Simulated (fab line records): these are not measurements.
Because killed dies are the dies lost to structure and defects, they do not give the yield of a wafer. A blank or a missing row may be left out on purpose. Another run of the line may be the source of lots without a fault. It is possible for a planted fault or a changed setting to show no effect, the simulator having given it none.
Chamber matching / flow gf180mcu / rie diel-03 running GF_POLY_GATE_ETCH_12: 4 sister chambers
The step etches BARC in N2/H2. 8 wafers are shown with their chamber, then 7 later ones without.

## WAFERS, EACH WITH ITS CHAMBER
wafer=L586.6; chamber=2; drypump motor current A (A)=4.8; throttle valve pct (%)=13.216
wafer=L595.4; chamber=1; drypump motor current A (A)=4.9; throttle valve pct (%)=13.226
wafer=L595.5; chamber=0; drypump motor current A (A)=5.9; throttle valve pct (%)=13.200
wafer=L595.6; chamber=3; drypump motor current A (A)=5.9; throttle valve pct (%)=13.232
wafer=L596.1; chamber=3; drypump motor current A (A)=5.9; throttle valve pct (%)=13.203
wafer=L596.2; chamber=1; drypump motor current A (A)=4.9; throttle valve pct (%)=13.216
wafer=L596.4; chamber=2; drypump motor current A (A)=4.9; throttle valve pct (%)=13.206
wafer=L601.2; chamber=0; drypump motor current A (A)=5.9; throttle valve pct (%)=13.212

## WAFERS WITH NO CHAMBER GIVEN
wafer=L601.5; drypump motor current A (A)=4.9; throttle valve pct (%)=13.239
wafer=L604.2; drypump motor current A (A)=4.9; throttle valve pct (%)=13.231
wafer=L604.5; drypump motor current A (A)=4.9; throttle valve pct (%)=13.210
wafer=L604.6; drypump motor current A (A)=5.9; throttle valve pct (%)=13.213
wafer=L606.1; drypump motor current A (A)=5.8; throttle valve pct (%)=13.222
wafer=L606.2; drypump motor current A (A)=4.9; throttle valve pct (%)=13.221
wafer=L606.3; drypump motor current A (A)=4.8; throttle valve pct (%)=13.203

## WHICH CHAMBER EACH WENT THROUGH
wafer=L601.5; from the rows above=can't be placed: 1 or 2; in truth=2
wafer=L604.2; from the rows above=can't be placed: 1 or 2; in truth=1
wafer=L604.5; from the rows above=can't be placed: 1 or 2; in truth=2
wafer=L604.6; from the rows above=can't be placed: 3 or 0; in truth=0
wafer=L606.1; from the rows above=can't be placed: 3 or 0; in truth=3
wafer=L606.2; from the rows above=can't be placed: 1 or 2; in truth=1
wafer=L606.3; from the rows above=can't be placed: 2 or 1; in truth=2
0 of 7 placed correctly. Cannot be placed on the basis of these rows: 7; the candidates contain the true chamber in 7. 0 placed wrongly.
How it was worked out, from the rows above alone: a wafer's distance from a chamber is the root of the sum, over the readings, of the square of ((its reading less the chamber's mean) divided by the reading's scatter). The wafer belongs to the nearest chamber; if the next one is less than 2 further off, it can't be placed. Each chamber's mean is taken over the wafers shown for it. The scatter: take each reading less its chamber's mean, square it, sum over the shown wafers, divide by the number of wafers less the number of chambers, and take the root.
